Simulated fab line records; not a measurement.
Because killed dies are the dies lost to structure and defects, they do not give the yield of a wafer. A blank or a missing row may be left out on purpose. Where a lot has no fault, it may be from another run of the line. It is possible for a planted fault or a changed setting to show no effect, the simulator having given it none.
2 desks looking at one fault ; flow sky130 ; what lay behind the numbers comes last; until then each desk has only its own

TOOL OWNER'S DESK, lpcvd-02
The tool's own readings at SKY_POLY_GATE_CVD_03 (deposits Si3N4 from DCS/NH3, target thk 75 nm, time 1290 s): means of the sampled wafers that have a number, for each lot that ran on this tool. A lot is out of limits, marked OUT, if its mean lies more than 4 standard deviations from the usual mean; the brackets give that distance.
Columns: A = susceptor temp C at SKY_POLY_GATE_CVD_03, usual 770.0 C
lot;first seen here;A
L783;day 15 07:35;769.8
L786;day 16 21:41;769.7
L785;day 17 00:07;770.4
L790;day 18 09:33;770.2
L791;day 18 23:57;769.8
L792;day 19 04:13;769.9
L799;day 21 20:53;770.2
L800;day 22 03:54;769.8
L802;day 22 15:35;770.2
L805;day 23 14:28;769.6
Result from this desk: across the 10 lots, nothing is out of limits.

AT THE METROLOGY DESK
Means of the sampled wafers that have a number, per lot and without regard to the tool the lot ran on: this is what the gauges read. A lot is out of limits, marked OUT, if its mean lies more than 4 standard deviations from the usual mean; the brackets give that distance.
Columns: A = cd nm at SKY_SONOS_ONO_CD_MEAS_13, usual 409.8 nm; B = POLY_GATE_CVD_03_THK at SKY_POLY_GATE_THK_MEAS_04, usual 75.5 nm
lot;first seen here;A;B
L783;day 12 17:59;411.4;75.9
L786;day 14 05:23;409.6;75.5
L785;day 14 08:26;407.4;74.4
L790;day 15 15:54;410.8;48.9 (-38) OUT
L791;day 16 03:32;408.0;48.6 (-38) OUT
L792;day 16 07:19;407.4;48.4 (-38) OUT
L799;day 19 00:51;412.3;75.3
L800;day 19 09:34;407.7;75.5
L802;day 19 21:35;411.2;75.7
L805;day 20 18:53;411.6;76.8
This desk finds L790, L791, L792 out of limits, with the earliest case on L790 at day 18 10:55 (POLY_GATE_CVD_03_THK at SKY_POLY_GATE_THK_MEAS_04). Within limits: L783, L786, L785, L799, L800, L802, L805.

PUT TOGETHER
On L790, L791, L792, the metrology desk was in a position to raise an alarm at day 18 10:55.
The desk of the tool owner found nothing out of limits.
On record at the tool owner's desk: L790, L791, L792, within its limits.
Every lot named ran SKY_POLY_GATE_CVD_03 on lpcvd-02.

WHAT THE SIMULATOR PUT IN
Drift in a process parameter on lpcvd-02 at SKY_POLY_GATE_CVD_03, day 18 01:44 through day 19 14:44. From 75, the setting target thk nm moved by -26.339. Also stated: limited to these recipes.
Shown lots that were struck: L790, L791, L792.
Hours from the fault's start to each desk's first reading out of limits: the metrology desk, 9.
